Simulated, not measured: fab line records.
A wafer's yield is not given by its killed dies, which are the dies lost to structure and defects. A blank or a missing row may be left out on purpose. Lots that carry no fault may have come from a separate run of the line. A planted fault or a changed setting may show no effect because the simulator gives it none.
What tool caused it?    flow sky130    6 lots with 18 wafers sampled at 4 steps, on a route of 708 steps

WHAT THE GAUGES READ, wafer by wafer
SKY_NWELL_RS_MEAS_31: uses a four-point probe to measure.
lot   measured      on            PWDE_RS (ohm/sq)
L310  day 6 23:19   filmMetro-02  5278 5265 5254
L312  day 7 09:05   filmMetro-02  5282 5283 5273
L314  day 7 23:20   filmMetro-02  5274 5271 5306
L320  day 9 12:28   filmMetro-01  5240 5249 5247
L324  day 10 12:33  filmMetro-01  5012 5020 5012
L327  day 11 06:20  filmMetro-02  5242 5245 5262

WHAT TOOL EACH LOT RAN ON (gives the tool, then ch and the chambers of the sampled wafers, and finally the start)
lot   SKY_DNWELL_STRIP_08                 SKY_PWDE_IMPLANT_08             SKY_NWELL_STRIP_25
L310  plasmaAsher-03 ch 0,1, day 4 15:04  implanter-03 ch 0, day 5 09:20  plasmaAsher-02 ch 0,1, day 6 22:46
L312  plasmaAsher-03 ch 0,1, day 4 23:59  implanter-02 ch 0, day 5 17:41  plasmaAsher-04 ch 0,1, day 7 08:31
L314  plasmaAsher-01 ch 0,1, day 5 11:08  implanter-03 ch 0, day 6 05:43  plasmaAsher-04 ch 0, day 7 22:46
L320  plasmaAsher-01 ch 1, day 6 21:04    implanter-01 ch 0, day 7 17:02  plasmaAsher-02 ch 0,1, day 9 11:55
L324  plasmaAsher-01 ch 0,1, day 7 18:28  implanter-03 ch 0, day 8 15:32  plasmaAsher-04 ch 0,1, day 10 11:59
L327  plasmaAsher-01 ch 0,1, day 8 10:54  implanter-02 ch 0, day 9 08:20  plasmaAsher-04 ch 0,1, day 11 05:46
- SKY_DNWELL_STRIP_08: strips in O2/N2.
- SKY_PWDE_IMPLANT_08
- SKY_NWELL_STRIP_25: strips in O2/N2.

THE ANSWER, worked out from the rows above alone
Rule: the lots themselves supply what counts as usual. The widest of any qualifying gaps counts: lots, ordered by their means at a reading, are off when they make up no more than a third of the lots, leave a main group of 4 or more, and stand apart from it by 3 or more times the standard deviation of that group's means. A main group is skipped when, at the precision printed for the reading in the tables above, its means are all equal. Also off: a lot with no number at a reading for which 4 or more lots have one. The other lots that the step has rows for count as sound.
Off: L324, at SKY_NWELL_RS_MEAS_31 (PWDE_RS). Mean 5265 ohm/sq and standard deviation 15 in the main group.
If a tool, at a process step before that reading, ran all the lots that are off and no sound lot after the first of them, it fits. Those tools and the gauges at SKY_NWELL_RS_MEAS_31 are tried in the same way. Undecided on this evidence; 2 tools fit (implanter-03 at SKY_PWDE_IMPLANT_08, filmMetro-01 at SKY_NWELL_RS_MEAS_31).

WHAT WAS PUT IN BY THE SIMULATOR
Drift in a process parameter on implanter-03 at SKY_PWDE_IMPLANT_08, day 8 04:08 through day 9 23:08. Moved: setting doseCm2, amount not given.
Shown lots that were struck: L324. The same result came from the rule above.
